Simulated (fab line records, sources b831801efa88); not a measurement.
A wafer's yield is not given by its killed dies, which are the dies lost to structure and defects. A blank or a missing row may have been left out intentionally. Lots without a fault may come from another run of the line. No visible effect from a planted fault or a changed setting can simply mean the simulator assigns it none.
fab line records ; flow sky130
record lots=12; wafers=36; last-day=51
route steps=708 shown VIA2@522 METAL3@533 PAD_OPEN@708
lots untouched by any fault: they come from a run of this same line in which no faults occurred
start-h: hours from the record's first day to the start of the lot's first wafer shown ; wait-h: time in hours since the lot's previous step ; " unchanged from the row above ; L1.1+2: one row covering several wafers at once ; - value missing, or start not given ; * or withheld: withheld ; < > ~ a bound
route shown NAME@n: NAME is a module with steps in the file, n the number in the route of the first one ; usual: mean and standard deviation over wafers with no fault ; same: alike in all rows ; chamber/n: place in a boat ; sites: each site's reading ; _std_site: how widely they spread, as a standard deviation ; _edge_site: the outer-site mean with the inner-site mean subtracted ; radius-mm: for every site, how far away it sits from the centre of the wafer ; mask NAME#n: copy n ; behind: tool/chamber where the wafer was last shaped ; hold: the reason the lot was held/the length of the hold in hours/how it ended ; device: which transistor (n, p or np) failed to switch ; end of line: tests of these same wafers at the route's end ; a step with no rows: only its recipe ; killed: not the wafer's yield, but the dies lost to structure and defects at the first sort ; map: a wafer's dies, marking killed ones x, the rest . and places with no die _
set.NAME: the setting as run; set.NAME@STEP: as run at that earlier step ; model.NAME: the simulator's own value behind a step, which no gauge read
steps of the route over a sample of lots; a table a step, a row a wafer
services: a tool's chamber out of use, with start hour (start-h, from the record's first day; less than 0 if before it), hours out, and reason
## steps
# step SKY_VIA2_ETCH_15
# recipe target=SiO2; chemistry=C4F8/O2/Ar; target-depth-nm=546; stop-on=TiN; mask-material=KrF-thick; source-w=1500; bias-w=1200; pressure-mtorr=40; c4f8-flow-sccm=withheld; O2_flow_sccm=6; Ar_flow_sccm=300; time-s=86.05
# usual oes-product-au=0.936/0.0054
lot.wafer;tool;chamber;start-h;wait-h;oes-product-au;rf-hours-counter-h
L649.1;rie-diel-04;1;843.21;0.0;0.941;14
L649.2;rie-diel-04;0;843.21;0.0;0.934;8
L649.3;rie-diel-04;3;843.21;0.0;0.938;1
L650.2;rie-diel-03;2;875.16;0.0;0.930;9
L650.3;rie-diel-03;0;875.16;0.0;0.940;27
L650.6;rie-diel-03;2;875.16;0.0;0.934;-
L651.1;rie-diel-01;1;876.16;0.0;0.929;2
L651.5;rie-diel-01;0;876.16;0.0;0.929;-
L651.6;rie-diel-01;3;876.16;0.0;0.928;-
L655.3;rie-diel-01;2;889.81;0.0;0.938;28
L655.5;rie-diel-01;1;889.81;0.0;0.943;-
L655.6;rie-diel-01;2;889.81;0.0;0.927;-
L659.3;rie-diel-03;1;915.11;0.0;0.937;15
L659.4;rie-diel-03;3;915.11;0.0;0.928;-
L659.6;rie-diel-03;2;915.11;0.0;0.939;-
L658.1;rie-diel-04;3;918.86;0.0;0.940;3
L658.2;rie-diel-04;1;918.86;0.0;0.924;16
L658.5;rie-diel-04;0;918.86;0.0;0.939;-
L663.1;rie-diel-03;2;948.37;0.0;0.930;12
L663.3;rie-diel-03;3;948.37;0.0;0.933;26
L663.6;rie-diel-03;3;948.37;0.0;0.939;-
L665.1;rie-diel-04;1;965.37;0.0;0.931;17
L665.3;rie-diel-04;3;965.37;0.0;0.930;4
L665.4;rie-diel-04;0;965.37;0.0;0.939;11
L666.3;rie-diel-04;3;967.06;0.0;0.934;4
L666.5;rie-diel-04;0;967.06;0.0;0.943;-
L666.6;rie-diel-04;1;967.06;0.0;0.925;-
L669.1;rie-diel-04;1;998.41;0.0;0.933;18
L669.2;rie-diel-04;0;998.41;0.0;0.936;12
L669.3;rie-diel-04;2;998.41;0.0;0.941;11
L672.1;rie-diel-01;3;1037.81;0.0;0.943;21
L672.2;rie-diel-01;0;1037.81;0.0;0.931;22
L672.4;rie-diel-01;1;1037.81;0.0;0.942;8
L671.1;rie-diel-04;1;1038.16;0.0;0.949;20
L671.3;rie-diel-04;3;1038.16;0.0;0.948;7
L671.4;rie-diel-04;2;1038.16;0.0;0.946;12
# step SKY_VIA2_CVD_21
# recipe material=W; target-thk-nm=420; time-s=126.4; temp-c=403.4; pressure-torr=40
# usual heater-power-w=792/43
lot.wafer;tool;chamber;start-h;wait-h;heater-power-w
L649.1;cvd-w-02;0;843.93;0.0;901
L649.2;cvd-w-02;1;843.93;0.0;818
L649.3;cvd-w-02;1;843.93;0.0;797
L650.2;cvd-w-01;1;875.93;0.0;771
L650.3;cvd-w-01;0;875.93;0.0;745
L650.6;cvd-w-01;0;875.93;0.0;741
L651.1;cvd-w-01;1;876.92;0.0;791
L651.5;cvd-w-01;0;876.92;0.0;770
L651.6;cvd-w-01;1;876.92;0.0;788
L655.3;cvd-w-01;1;890.57;0.1;767
L655.5;cvd-w-01;0;890.57;0.1;760
L655.6;cvd-w-01;1;890.57;0.1;781
L659.3;cvd-w-01;1;915.87;0.1;766
L659.4;cvd-w-01;0;915.87;0.1;762
L659.6;cvd-w-01;1;915.87;0.1;796
L658.1;cvd-w-01;0;919.58;0.0;756
L658.2;cvd-w-01;1;919.58;0.0;773
L658.5;cvd-w-01;1;919.58;0.0;797
L663.1;cvd-w-01;0;949.13;0.0;761
L663.3;cvd-w-01;1;949.13;0.0;765
L663.6;cvd-w-01;1;949.13;0.0;775
L665.1;cvd-w-02;0;966.09;0.0;861
L665.3;cvd-w-02;0;966.09;0.0;870
L665.4;cvd-w-02;1;966.09;0.0;736
L666.3;cvd-w-01;0;967.83;0.1;760
L666.5;cvd-w-01;1;967.83;0.1;796
L666.6;cvd-w-01;0;967.83;0.1;767
L669.1;cvd-w-01;0;999.13;0.0;771
L669.2;cvd-w-01;1;999.13;0.0;763
L669.3;cvd-w-01;1;999.13;0.0;778
L672.1;cvd-w-01;1;1038.53;0.0;755
L672.2;cvd-w-01;0;1038.53;0.0;771
L672.4;cvd-w-01;0;1038.53;0.0;774
L671.1;cvd-w-02;0;1038.88;0.0;865
L671.3;cvd-w-02;0;1038.88;0.0;845
L671.4;cvd-w-02;1;1038.88;0.0;753
# step SKY_VIA2_RS_MEAS_22
# recipe thk-meas-gauge=four-point-probe; reads=W_of_VIA2_CVD_21+TiN_of_VIA2_SPUTTER_20
# usual VIA2_W_RS=0.255/0.0039
lot.wafer;tool;chamber;start-h;wait-h;VIA2_W_RS[ohm/sq]
L649.1;film-metro-01;-;844.06;0.1;0.259
L649.2;film-metro-01;-;844.06;0.1;0.255
L649.3;film-metro-01;-;844.06;0.1;0.254
L650.2;film-metro-03;-;876.08;0.1;0.255
L650.3;film-metro-03;-;876.08;0.1;0.259
L650.6;film-metro-03;-;876.08;0.1;0.259
L651.1;film-metro-03;-;877.06;0.1;0.256
L651.5;film-metro-03;-;877.06;0.1;0.262
L651.6;film-metro-03;-;877.06;0.1;0.253
L655.3;film-metro-02;-;890.70;0.1;0.250
L655.5;film-metro-02;-;890.70;0.1;0.259
L655.6;film-metro-02;-;890.70;0.1;0.252
L659.3;film-metro-01;-;915.99;0.1;0.254
L659.4;film-metro-01;-;915.99;0.1;0.260
L659.6;film-metro-01;-;915.99;0.1;0.254
L658.1;film-metro-03;-;919.71;0.1;0.256
L658.2;film-metro-03;-;919.71;0.1;0.252
L658.5;film-metro-03;-;919.71;0.1;0.250
L663.1;film-metro-02;-;949.26;0.1;0.260
L663.3;film-metro-02;-;949.26;0.1;0.252
L663.6;film-metro-02;-;949.26;0.1;0.255
L665.1;film-metro-03;-;966.22;0.1;0.256
L665.3;film-metro-03;-;966.22;0.1;0.256
L665.4;film-metro-03;-;966.22;0.1;0.249
L666.3;film-metro-01;-;967.95;0.1;0.254
L666.5;film-metro-01;-;967.95;0.1;0.248
L666.6;film-metro-01;-;967.95;0.1;0.255
L669.1;film-metro-01;-;999.26;0.1;0.260
L669.2;film-metro-01;-;999.26;0.1;0.252
L669.3;film-metro-01;-;999.26;0.1;0.249
L672.1;film-metro-03;-;1038.66;0.1;0.254
L672.2;film-metro-03;-;1038.66;0.1;0.260
L672.4;film-metro-03;-;1038.66;0.1;0.260
L671.1;film-metro-01;-;1039.01;0.1;0.256
L671.3;film-metro-01;-;1039.01;0.1;0.255
L671.4;film-metro-01;-;1039.01;0.1;0.247
# step SKY_METAL3_SPUTTER_01
# recipe material=TiN; target-thk-nm=20; power-w=6500; time-s=16.7; chamber-pressure-pa=0.4
# usual chamber-pressure-pa=0.4000/0.00079; throttle-valve-pct=30.3/1.2
lot.wafer;tool;chamber;start-h;wait-h;chamber-pressure-pa;throttle-valve-pct
L649.1;pvd-sputter-04;-;844.56;0.0;0.4009;29.7
L649.2;pvd-sputter-04;-;844.56;0.0;0.4017;31.0
L649.3;pvd-sputter-04;-;844.56;0.0;0.4006;27.7
L650.2;pvd-sputter-04;-;876.56;0.0;0.4000;29.4
L650.3;pvd-sputter-04;-;876.56;0.0;0.3998;29.8
L650.6;pvd-sputter-04;-;876.56;0.0;0.3997;29.5
L651.1;pvd-sputter-04;-;877.56;0.0;0.3992;30.1
L651.5;pvd-sputter-04;-;877.56;0.0;0.3999;30.1
L651.6;pvd-sputter-04;-;877.56;0.0;0.4004;28.2
L655.3;pvd-sputter-04;-;891.16;0.0;0.4002;29.5
L655.5;pvd-sputter-04;-;891.16;0.0;0.3996;29.4
L655.6;pvd-sputter-04;-;891.16;0.0;0.4846;28.2
L659.3;pvd-sputter-01;-;916.45;0.0;0.4001;29.5
L659.4;pvd-sputter-01;-;916.45;0.0;0.3992;30.7
L659.6;pvd-sputter-01;-;916.45;0.0;0.4000;30.6
L658.1;pvd-sputter-04;-;920.25;0.0;0.4010;29.7
L658.2;pvd-sputter-04;-;920.25;0.0;0.4837;28.2
L658.5;pvd-sputter-04;-;920.25;0.0;0.4011;29.6
L663.1;pvd-sputter-01;-;949.76;0.0;0.4015;32.7
L663.3;pvd-sputter-01;-;949.76;0.0;0.3988;30.6
L663.6;pvd-sputter-01;-;949.76;0.0;0.3985;30.9
L665.1;pvd-sputter-01;-;967.20;0.0;0.4003;30.4
L665.3;pvd-sputter-01;-;967.20;0.0;0.3991;30.9
L665.4;pvd-sputter-01;-;967.20;0.0;0.4001;29.8
L666.3;pvd-sputter-01;-;969.34;0.0;0.3996;29.7
L666.5;pvd-sputter-01;-;969.34;0.0;0.3995;30.6
L666.6;pvd-sputter-01;-;969.34;0.0;0.4007;30.8
L669.1;pvd-sputter-01;-;999.76;0.0;0.3996;31.1
L669.2;pvd-sputter-01;-;999.76;0.0;0.4003;30.6
L669.3;pvd-sputter-01;-;999.76;0.0;0.4003;32.7
L672.1;pvd-sputter-04;-;1039.16;0.0;0.3996;29.8
L672.2;pvd-sputter-04;-;1039.16;0.0;0.3996;29.4
L672.4;pvd-sputter-04;-;1039.16;0.0;0.3995;28.3
L671.1;pvd-sputter-01;-;1039.52;0.0;0.3995;32.6
L671.3;pvd-sputter-01;-;1039.52;0.0;0.4020;29.8
L671.4;pvd-sputter-01;-;1039.52;0.0;0.3994;30.6
# step SKY_PAD_OPEN_PROBE_99
# usual defect-limited-yield=82.2/1.8; killed_at_M0_to_M3=44/6.8; killed_at_M4_up=2.9/1.9; killed-at-contacts=24/5.2; killed-at-front-end=16/4.1; killed-at-other=0.4/0.74; killed-dies=88/9.1; killed-open=48/7.2; killed-short=39/5.6; sort_bin_3_pad_short=0.9/0.43; sort_bin_5_function=10.6/1.4; sort_bin_6_memory=6.3/1; sort-n-pass=404/9.1; sort-yield-pct=82.2/1.8
# same gross-dies=492; killed-at-back-side=0; sort_bin_4_leakage[%]=0; sort_bin_8_speed[%]=0
lot.wafer;tool;chamber;start-h;wait-h;defect-limited-yield[%];killed_at_M0_to_M3;killed_at_M4_up;killed-at-contacts;killed-at-front-end;killed-at-other;killed-dies;killed-open;killed-short;sort_bin_3_pad_short[%];sort_bin_5_function[%];sort_bin_6_memory[%];sort-n-pass;sort-yield-pct[%]
L650.2;prober-01;-;1092.95;0.1;80.5;51;0;26;18;1;96;56;40;0.6;11.8;7.1;396;80.5
L650.3;prober-01;-;1093.00;0.2;81.1;46;4;23;20;0;93;52;41;1.4;10.2;7.3;399;81.1
L650.6;prober-01;-;1093.15;0.2;82.9;45;1;24;14;0;84;37;47;1.0;10.6;5.5;408;82.9
L651.1;prober-02;-;1094.12;0.1;80.3;52;2;27;16;0;97;54;41;0.6;14.4;4.7;395;80.3
L651.5;prober-02;-;1094.32;0.2;83.3;43;3;22;14;0;82;41;40;0.6;8.7;7.3;410;83.3
L651.6;prober-02;-;1094.37;0.2;78.5;50;3;34;19;0;106;64;40;1.0;11.8;8.7;386;78.5
L663.1;prober-02;-;1153.34;0.1;80.3;55;1;26;15;0;97;48;46;1.8;11.4;6.5;395;80.3
L663.3;prober-02;-;1153.44;0.2;80.7;44;5;27;19;0;95;52;42;1.2;12.4;5.7;397;80.7
L663.6;prober-02;-;1153.59;0.2;82.3;40;4;28;15;0;87;43;43;0.8;10.8;6.1;405;82.3
L665.1;prober-02;-;1166.37;0.1;80.1;46;7;23;21;1;98;63;34;0.8;11.8;7.3;394;80.1
L665.3;prober-02;-;1166.47;0.2;80.1;49;3;20;25;1;98;56;41;1.0;10.0;8.9;394;80.1
L665.4;prober-02;-;1166.52;0.2;82.7;40;1;23;21;0;85;42;43;0.8;11.0;5.5;407;82.7
L672.1;prober-01;-;1215.97;0.1;83.1;45;3;21;14;0;83;49;34;0.6;11.0;5.3;409;83.1
L672.2;prober-01;-;1216.02;0.1;84.1;38;3;21;16;0;78;46;32;1.0;7.9;6.9;414;84.1
L672.4;prober-01;-;1216.12;0.2;82.5;41;2;26;17;0;86;47;39;0.8;9.6;7.1;406;82.5
L671.1;prober-02;-;1217.47;0.1;82.5;46;2;22;16;0;86;48;38;1.0;10.8;5.7;406;82.5
L671.3;prober-02;-;1217.57;0.2;82.9;38;6;26;14;0;84;45;39;1.0;9.6;6.5;408;82.9
L671.4;prober-02;-;1217.62;0.2;80.9;49;1;27;17;0;94;57;36;0.8;12.0;6.3;398;80.9
# killed by level:class
L650.2 VIA1:geometric-particle:open=14 CONTACT:geometric-particle:open=9 METAL1:geometric-particle:short=9 LI_CONTACT:geometric-particle:open=8 FIELD_ISO:geometric-particle:open=6 VIA1:geometric-particle:short=5 VIA3:geometric-particle:open=5 VIA2:geometric-particle:open=5
L650.3 VIA1:geometric-particle:open=13 CONTACT:geometric-particle:open=8 VIA2:geometric-particle:open=7 POLY_GATE:geometric-particle:short=5 LOCAL_INTERCONNECT:geometric-particle:short=5 METAL1:geometric-particle:short=5 VIA1:geometric-particle:short=5 VIA3:geometric-particle:open=5
L650.6 VIA2:geometric-particle:open=9 CONTACT:geometric-particle:open=8 VIA1:geometric-particle:short=8 VIA1:geometric-particle:open=8 VIA2:geometric-particle:short=7 LI_CONTACT:geometric-particle:open=6 METAL3:geometric-particle:short=5 POLY_GATE:geometric-particle:short=4
L651.1 VIA1:geometric-particle:open=11 VIA2:geometric-particle:open=11 CONTACT:geometric-particle:open=9 LI_CONTACT:geometric-particle:open=7 METAL1:geometric-particle:short=7 CONTACT:geometric-particle:short=6 METAL2:geometric-particle:short=6 VIA3:geometric-particle:open=6
L651.5 CONTACT:geometric-particle:open=7 VIA1:geometric-particle:short=7 FIELD_ISO:geometric-particle:open=6 VIA3:geometric-particle:open=6 METAL1:geometric-particle:short=6 VIA1:geometric-particle:open=6 LI_CONTACT:geometric-particle:open=5 FIELD_ISO:geometric-particle:short=4
L651.6 VIA1:geometric-particle:open=15 LI_CONTACT:geometric-particle:open=10 CONTACT:geometric-particle:open=9 FIELD_ISO:geometric-particle:open=6 METAL1:geometric-particle:short=6 POLY_GATE:geometric-particle:open=5 CONTACT:geometric-particle:short=5 VIA2:geometric-particle:open=5
L663.1 VIA1:geometric-particle:open=10 METAL2:geometric-particle:short=10 VIA2:geometric-particle:open=7 LOCAL_INTERCONNECT:geometric-particle:short=6 CONTACT:geometric-particle:short=6 POLY_GATE:geometric-particle:short=5 LI_CONTACT:geometric-particle:open=5 CONTACT:geometric-particle:open=5
L663.3 VIA1:geometric-particle:open=8 LI_CONTACT:geometric-particle:open=7 CONTACT:geometric-particle:short=7 CONTACT:geometric-particle:open=7 METAL1:geometric-particle:short=7 VIA2:geometric-particle:open=7 VIA3:geometric-particle:open=7 LOCAL_INTERCONNECT:geometric-particle:short=5
L663.6 CONTACT:geometric-particle:open=13 METAL2:geometric-particle:short=7 VIA3:geometric-particle:open=7 FIELD_ISO:geometric-particle:short=5 LI_CONTACT:geometric-particle:short=5 VIA1:geometric-particle:short=5 VIA1:geometric-particle:open=5 LOCAL_INTERCONNECT:geometric-particle:short=4
L665.1 LI_CONTACT:geometric-particle:open=12 VIA2:geometric-particle:open=12 POLY_GATE:geometric-particle:open=8 VIA1:geometric-particle:open=8 VIA3:geometric-particle:open=7 METAL4:geometric-particle:short=6 VIA2:geometric-particle:short=5 POLY_GATE:geometric-particle:short=4
L665.3 VIA1:geometric-particle:open=15 CONTACT:geometric-particle:open=10 POLY_GATE:geometric-particle:open=8 POLY_GATE:geometric-particle:short=8 LI_CONTACT:geometric-particle:open=8 METAL3:geometric-particle:short=7 VIA2:geometric-particle:open=6 METAL1:geometric-particle:short=6
L665.4 VIA1:geometric-particle:open=10 LI_CONTACT:geometric-particle:open=8 VIA2:geometric-particle:open=7 FIELD_ISO:geometric-particle:short=6 CONTACT:geometric-particle:short=6 METAL1:geometric-particle:short=6 CONTACT:geometric-particle:open=6 POLY_GATE:geometric-particle:short=5
L672.1 VIA1:geometric-particle:open=10 VIA3:geometric-particle:open=9 LI_CONTACT:geometric-particle:open=8 METAL1:geometric-particle:short=6 CONTACT:geometric-particle:short=5 FIELD_ISO:geometric-particle:open=4 POLY_GATE:geometric-particle:open=4 LI_CONTACT:geometric-particle:short=4
L672.2 VIA3:geometric-particle:open=10 CONTACT:geometric-particle:open=8 LI_CONTACT:geometric-particle:open=7 VIA1:geometric-particle:open=7 FIELD_ISO:geometric-particle:short=6 VIA1:geometric-particle:short=5 FIELD_ISO:geometric-particle:open=4 METAL1:geometric-particle:short=4
L672.4 CONTACT:geometric-particle:open=11 VIA3:geometric-particle:open=8 METAL2:geometric-particle:short=7 VIA2:geometric-particle:open=6 FIELD_ISO:geometric-particle:open=5 LI_CONTACT:geometric-particle:open=5 METAL1:geometric-particle:short=5 FIELD_ISO:geometric-particle:short=4
L671.1 VIA1:geometric-particle:open=11 CONTACT:geometric-particle:open=8 METAL1:geometric-particle:short=6 METAL3:geometric-particle:short=5 LI_CONTACT:geometric-particle:open=5 VIA2:geometric-particle:open=5 LOCAL_INTERCONNECT:geometric-particle:short=5 FIELD_ISO:geometric-particle:open=4
L671.3 CONTACT:geometric-particle:open=9 METAL2:geometric-particle:short=9 VIA1:geometric-particle:open=8 FIELD_ISO:geometric-particle:open=6 VIA1:geometric-particle:short=6 LI_CONTACT:geometric-particle:short=6 VIA3:geometric-particle:open=6 POLY_GATE:geometric-particle:open=5
L671.4 CONTACT:geometric-particle:open=16 VIA1:geometric-particle:open=10 METAL1:geometric-particle:short=9 LI_CONTACT:geometric-particle:open=7 VIA2:geometric-particle:open=6 VIA1:geometric-particle:short=5 METAL3:geometric-particle:short=4 FIELD_ISO:geometric-particle:open=3
## services
tool;chamber;start-h;hours;kind
rie-diel-01;3;825.12;16.6;repair
cvd-w-01;0;836.66;3.2;repair
cvd-w-02;-;866.85;2.8;pm
rie-diel-01;2;897.54;-;clean
rie-diel-01;2;897.54;19.4;scheduled-down
rie-diel-01;2;897.54;19.4;vent-cycle
rie-diel-03;0;903.34;-;clean
rie-diel-03;0;903.34;-;consumable-replace:showerhead
rie-diel-03;0;903.34;17.1;scheduled-down
rie-diel-03;0;903.34;17.1;vent-cycle
cvd-w-02;-;904.00;14.0;pm
cvd-w-02;0;904.00;14.0;vent-cycle
cvd-w-02;1;904.00;14.0;vent-cycle
cvd-w-02;0;918.00;-;clean
cvd-w-02;1;918.00;-;clean
cvd-w-02;-;936.23;28.1;pm
pvd-sputter-04;-;996.36;1.7;repair
rie-diel-01;1;998.48;5.4;repair
rie-diel-03;0;999.60;4.5;repair
rie-diel-01;3;1003.24;3.0;repair
rie-diel-03;-;1015.22;0.9;repair
cvd-w-01;0;1023.41;7.8;repair
rie-diel-04;-;1029.02;0.7;repair
rie-diel-03;3;1033.14;-;clean
## key
first-sign step=SKY_METAL3_SPUTTER_01; reading=chamber-pressure-pa; direction=up; sigmas=99+; usual=0.4000; struck=0.4842
effect none on later readings
met-at SKY_METAL3_SPUTTER_01
struck-lots L655,L658
struck-wafers L655.6,L658.2
not-acting-at SKY_VIA2_ETCH_15,SKY_VIA2_CVD_21,SKY_VIA2_RS_MEAS_22
onset-between 844.56 891.16
fault kind=process-parameter-drift; tool=pvd-sputter-04; chamber=-; onset-h=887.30; steps=SKY_METAL3_SPUTTER_01; channel=chamber-pressure-pa; offset=0.083986; shape=step; end-h=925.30; acts-in=these-recipes-only; stated=0.4; scope=struck-wafers-only
